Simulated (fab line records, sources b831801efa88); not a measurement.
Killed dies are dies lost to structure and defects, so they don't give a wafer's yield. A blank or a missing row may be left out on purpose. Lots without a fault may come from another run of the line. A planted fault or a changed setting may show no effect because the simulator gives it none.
fab line records | flow sfq_line
record lots=6 wafers=18 last_day=74
route steps=325 shown M0@32 I0@43
lots that met no fault: from a run of the same line without faults
start_h: hours from the record's first day to the start of the lot's first wafer shown | wait_h: hours since the lot's step before | " the same as in the row above | L1.1+2: a row that stands for several wafers | - no value, or no start given | * or withheld: withheld | < > ~ a bound
route shown NAME@n: a module of which the file shows steps, and the number in the route of the first | usual: mean/standard deviation of fault-free wafers | same: alike in all rows | chamber/n: place in a boat | sites: the reading at each site | _std_site: their standard deviation | _edge_site: outer sites' mean less inner sites' | radius_mm: how far each site lies from the wafer's centre | mask NAME#n: copy n | behind: the tool/chamber that last shaped the wafer | hold: why the lot was held/for how many hours/how that ended | device: the transistor (n, p or np) that didn't switch | end of line: the same wafers' tests at the end of the route | a step without rows: its recipe alone | killed: dies lost to structure and defects at the first sort, not the wafer's yield | map: a wafer's dies, x killed, . not, _ none there
set.NAME: the setting as run; set.NAME@STEP: as run at that earlier step | model.NAME: the simulator's own value behind a step, which no gauge read
lots at some steps of the route; a table a step, a row a wafer
services: from which hour (start_h, from the record's first day; less than 0 if before it) a tool's chamber was out of use, for how many hours, and why
## steps
# step SFQ_TRILAYER_M0_LITHO_COAT_026
# recipe resist=BARC spin_rpm=3000 resist_thk_nm=62
# step SFQ_TRILAYER_M0_LITHO_COAT_021
# recipe resist=KrF spin_rpm=3000 resist_thk_nm=600
# step SFQ_TRILAYER_M0_LITHO_SOFTBAKE_025
# recipe temp_c=withheld time_s=withheld resist=KrF
# step SFQ_TRILAYER_M0_LITHO_EXPOSE_022
# recipe mask_id=M0 na=0.6 source_shape=conventional sigma_outer=0.65 target_cd_nm=500 dose_mj=14.4
# step SFQ_TRILAYER_M0_LITHO_PEB_024
# recipe peb_temp_c=115 peb_time_s=60 resist=KrF
# step SFQ_TRILAYER_M0_LITHO_DEVELOP_023
# recipe time_s=60 resist=KrF
# step SFQ_M0_OVL_MEAS_906
# usual M0_OVL=-1/4.4
# columns lot.wafer tool chamber start_h wait_h M0_OVL[nm]
L683.1 overlay-02 - 196.06 0.1 -9
L683.2 " - " " -10
L683.6 " - " " -12
L685.2 overlay-02 - 211.53 0.1 1
L685.4 " - " " 9
L685.5 " - " " 5
L686.2 overlay-01 - 222.33 0.1 -3
L686.3 " - " " -2
L686.4 " - " " -9
L694.1 overlay-02 - 274.03 0.1 2
L694.3 " - " " 5
L694.6 " - " " 1
L695.1 overlay-02 - 278.83 0.1 4
L695.5 " - " " 2
L695.6 " - " " 4
L696.2 overlay-01 - 284.83 0.1 0
L696.4 " - " " 0
L696.5 " - " " 0
# step SFQ_TRILAYER_M0_BARC_OPEN_METAL_ETCH_031
# recipe mask_material=PR chemistry=O2 target_depth_nm=125 target=BARC icp_w=600 bias_w=80 pressure_mtorr=10 time_s=41.7
# usual chamber_pressure_mTorr=10.000/0.0084 drypump_motor_current_A=5.9/0.36 oes_product_au=0.684/0.0043
# columns lot.wafer tool chamber start_h wait_h chamber_pressure_mTorr drypump_motor_current_A oes_product_au rf_hours_counter_h
L683.1 rie_metal-03 0 196.10 0.0 10.002 5.9 0.688 67
L683.2 " 1 " " 9.991 5.9 0.680 119
L683.6 " 0 " " 10.017 5.8 0.690 -
L685.2 rie_metal-04 0 211.56 0.0 10.008 6.4 0.685 169
L685.4 " 1 " " 10.000 5.4 0.686 -
L685.5 " 1 " " 10.008 5.4 0.685 -
L686.2 rie_metal-04 1 222.36 0.0 9.998 5.5 0.680 117
L686.3 " 1 " " 9.999 5.4 0.679 -
L686.4 " 0 " " 9.996 6.4 0.687 -
L694.1 rie_metal-01 1 274.06 0.0 9.993 5.8 0.671 29
L694.3 " 0 " " 9.983 5.8 0.687 -
L694.6 " 1 " " 10.004 5.9 0.689 -
L695.1 rie_metal-03 0 278.86 0.0 9.979 5.9 0.686 86
L695.5 " 1 " " 10.002 5.9 0.685 -
L695.6 " 0 " " 9.991 5.9 0.685 -
L696.2 rie_metal-04 1 284.86 0.0 9.997 5.4 0.686 125
L696.4 " 1 " " 10.014 5.4 0.691 -
L696.5 " 0 " " 10.008 6.4 0.689 -
# step SFQ_TRILAYER_M0_ETCH_METAL_ETCH_024
# recipe target=Nb stop_on=SiO2 mask_material=PR chemistry=Cl2/Ar target_depth_nm=240 icp_w=600 bias_w=80 pressure_mtorr=10 time_s=120
# usual chamber_pressure_mTorr=10.000/0.01 drypump_motor_current_A=5.9/0.36 oes_product_au=0.895/0.0075
# columns lot.wafer tool chamber start_h wait_h chamber_pressure_mTorr drypump_motor_current_A oes_product_au rf_hours_counter_h
L683.1 rie_metal-03 0 196.16 0.0 9.995 5.8 0.893 67
L683.2 " 1 " " 10.005 6.0 0.901 119
L683.6 " 0 " " 9.998 5.9 0.892 -
L685.2 rie_metal-04 0 211.62 0.0 9.998 6.4 0.896 169
L685.4 " 1 " " 10.010 5.4 0.892 -
L685.5 " 1 " " 9.991 5.4 0.904 -
L686.2 rie_metal-04 1 222.42 0.0 9.991 5.4 0.893 117
L686.3 " 1 " " 10.000 5.4 0.904 -
L686.4 " 0 " " 10.017 6.3 0.905 -
L694.1 rie_metal-01 1 274.12 0.0 9.985 5.8 0.886 29
L694.3 " 0 " " 10.006 5.8 0.889 -
L694.6 " 1 " " 10.014 5.9 0.887 -
L695.1 rie_metal-03 0 278.92 0.0 10.003 5.9 0.890 86
L695.5 " 1 " " 10.009 5.9 0.896 -
L695.6 " 0 " " 10.000 5.8 0.891 -
L696.2 rie_metal-04 1 284.92 0.0 9.996 5.4 0.893 126
L696.4 " 1 " " 9.990 5.4 0.897 -
L696.5 " 0 " " 9.997 6.4 0.893 -
# step SFQ_TRILAYER_M0_STRIP_STRIP_025
# recipe gas=O2 power_w=200 platen_temp_c=40 overash_fraction=0.65 chemistry=O2 pressure_mtorr=50
# usual chamber_pressure_mTorr=50.00/0.05 drypump_motor_current_A=5.9/0.36 oes_product_au=1.002/0.0082
# columns lot.wafer tool chamber start_h wait_h chamber_pressure_mTorr drypump_motor_current_A oes_product_au rf_hours_counter_h
L683.1 rie_metal-03 0 196.28 0.1 49.99 5.8 1.004 67
L683.2 " 1 " " 50.01 6.0 1.005 119
L683.6 " 0 " " 50.05 5.9 0.992 -
L685.2 rie_metal-04 0 211.75 0.1 49.83 6.4 1.011 170
L685.4 " 1 " " 49.95 5.4 0.988 -
L685.5 " 1 " " 50.07 5.4 0.996 -
L686.2 rie_metal-04 1 222.55 0.1 49.93 5.4 1.007 117
L686.3 " 1 " " 49.92 5.4 1.000 -
L686.4 " 0 " " 49.94 6.4 1.012 -
L694.1 rie_metal-01 1 274.25 0.1 49.94 5.8 1.002 29
L694.3 " 0 " " 50.00 5.8 1.001 -
L694.6 " 1 " " 50.03 5.8 1.006 -
L695.1 rie_metal-03 0 279.05 0.1 49.99 5.9 0.991 86
L695.5 " 1 " " 50.03 6.0 1.009 -
L695.6 " 0 " " 49.94 5.9 1.013 -
L696.2 rie_metal-04 1 285.05 0.1 50.06 5.4 1.009 126
L696.4 " 1 " " 49.99 5.4 1.008 -
L696.5 " 0 " " 49.99 6.4 1.011 -
# step SFQ_TRILAYER_M0_STRIP_SOLV_CLEAN_026
# recipe chemistry=NMP temp_c=70 time_s=600
# step SFQ_TRILAYER_I0_DEP_PECVD_027
# recipe material=SiO2 temp_c=150 time_s=111.11 pressure_torr=2.4 rf_w=183.3 precursor=SiH4/N2O target_thk_nm=500
# usual heater_power_w=81/11 throttle_valve_pct=24.0/1.2
# columns lot.wafer tool chamber start_h wait_h heater_power_w throttle_valve_pct
L683.1 pecvd-01 0 197.06 0.0 75 25.3
L683.2 " 1 " " 85 24.2
L683.6 " 0 " " 79 25.6
L685.2 pecvd-04 1 212.52 0.0 90 24.0
L685.4 " 1 " " 92 24.0
L685.5 " 2 " " 63 22.3
L686.2 pecvd-03 0 223.32 0.0 97 22.1
L686.3 " 1 " " 76 22.7
L686.4 " 1 " " 77 22.6
L694.1 pecvd-04 0 275.02 0.0 84 25.3
L694.3 " 2 " " 69 22.5
L694.6 " 1 " " 93 24.3
L695.1 pecvd-03 0 279.82 0.0 90 22.1
L695.5 " 0 " " 94 22.1
L695.6 " 2 " " 96 23.4
L696.2 pecvd-03 0 285.82 0.0 91 22.1
L696.4 " 1 " " 65 22.9
L696.5 " 0 " " 93 22.0
# step SFQ_TRILAYER_I0_CMP_CMP_028
# recipe material=SiO2 down_force_psi=3 platen_rpm=60 pad_velocity_m_s=0.94248
# usual motor_current_A=10.6/1.1 retaining_ring_pressure_frac=1.000/0.0049 time_to_endpoint_s=216/6.8
# columns lot.wafer tool chamber start_h wait_h motor_current_A retaining_ring_pressure_frac time_to_endpoint_s
L683.2 cmp-01 1 197.64 0.5 10.3 0.996 216
L683.1 " 2 " " 8.9 0.999 212
L683.6 " 1 199.64 2.5 10.5 0.986 217
L685.4 cmp-02 0 217.84 5.2 10.9 1.000 224
L685.2 " 2 218.84 6.3 10.8 0.998 215
L685.5 " 1 220.34 7.7 10.4 1.006 214
L686.3 cmp-01 3 230.25 6.9 12.5 1.004 218
L686.2 " 0 " " 10.8 0.995 208
L686.4 " 2 231.75 8.3 9.4 0.994 221
L694.3 cmp-01 0 280.69 5.6 11.1 1.001 204
L694.1 " 1 " " 10.1 0.988 109
L694.6 " 2 " " 9.4 1.005 210
L695.1 cmp-01 3 283.69 3.8 12.5 1.006 228
L695.5 " 1 284.69 4.8 10.0 1.003 122
L695.6 " 2 " " 9.1 1.006 226
L696.2 cmp-02 0 290.77 4.9 11.6 1.000 223
L696.4 " 3 292.27 6.4 9.2 0.995 230
L696.5 " 0 " " 11.5 1.005 231
# step SFQ_I0_BOW_MEAS_907
# recipe mode=bow
# usual I0_BOW=0/6.6
# columns lot.wafer tool chamber start_h wait_h I0_BOW[um]
L683.1 film_metro-04 - 200.14 1.5 -4
L683.2 " - " " -1
L683.6 " - " " -8
L685.2 film_metro-02 - 220.86 1.5 -6
L685.4 " - " " 0
L685.5 " - " " -10
L686.2 film_metro-03 - 233.27 2.0 8
L686.3 " - " " 5
L686.4 " - " " 0
L694.1 film_metro-02 - 282.69 1.0 0
L694.3 " - " " 15
L694.6 " - " " -2
L695.1 film_metro-04 - 285.69 1.5 -12
L695.5 " - " " -13
L695.6 " - " " -1
L696.2 film_metro-03 - 293.79 2.5 0
L696.4 " - " " -7
L696.5 " - " " 5
## services
# columns tool chamber start_h hours kind
cmp-02 - 185.28 4.0 repair
cmp-02 - 186.17 0.5 repair
pecvd-04 - 187.80 1.7 repair
pecvd-04 0 194.10 10.4 repair
pecvd-03 - 194.25 14.0 pm
pecvd-03 0 194.25 14.0 vent_cycle
pecvd-03 1 194.25 14.0 vent_cycle
pecvd-03 2 194.25 14.0 vent_cycle
pecvd-03 - 199.42 0.4 repair
pecvd-03 - 203.38 0.5 repair
rie_metal-04 - 205.07 0.6 repair
pecvd-03 0 208.25 - clean
pecvd-03 1 208.25 - clean
cmp-01 - 210.80 16.4 pm
rie_metal-03 - 211.18 1.1 repair
rie_metal-03 1 216.37 18.4 repair
pecvd-01 1 221.66 3.4 repair
cmp-02 - 235.84 4.0 pm
pecvd-04 2 237.70 9.6 repair
cmp-02 - 261.07 5.7 pm
rie_metal-04 1 263.21 12.3 repair
cmp-01 - 272.20 4.5 repair
cmp-02 - 280.67 1.0 repair
pecvd-01 - 288.50 4.3 pm
## key
first_sign step=SFQ_TRILAYER_I0_CMP_CMP_028 reading=time_to_endpoint_s direction=down sigmas=15 usual=* struck=*
effect none on later readings
met_at SFQ_TRILAYER_I0_CMP_CMP_028
struck_wafers L694.1,L695.5
fault kind=process_parameter_drift tool=cmp-01 chamber=1 onset_h=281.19 steps=SFQ_TRILAYER_I0_CMP_CMP_028 channel=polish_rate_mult offset=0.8 shape=step end_h=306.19
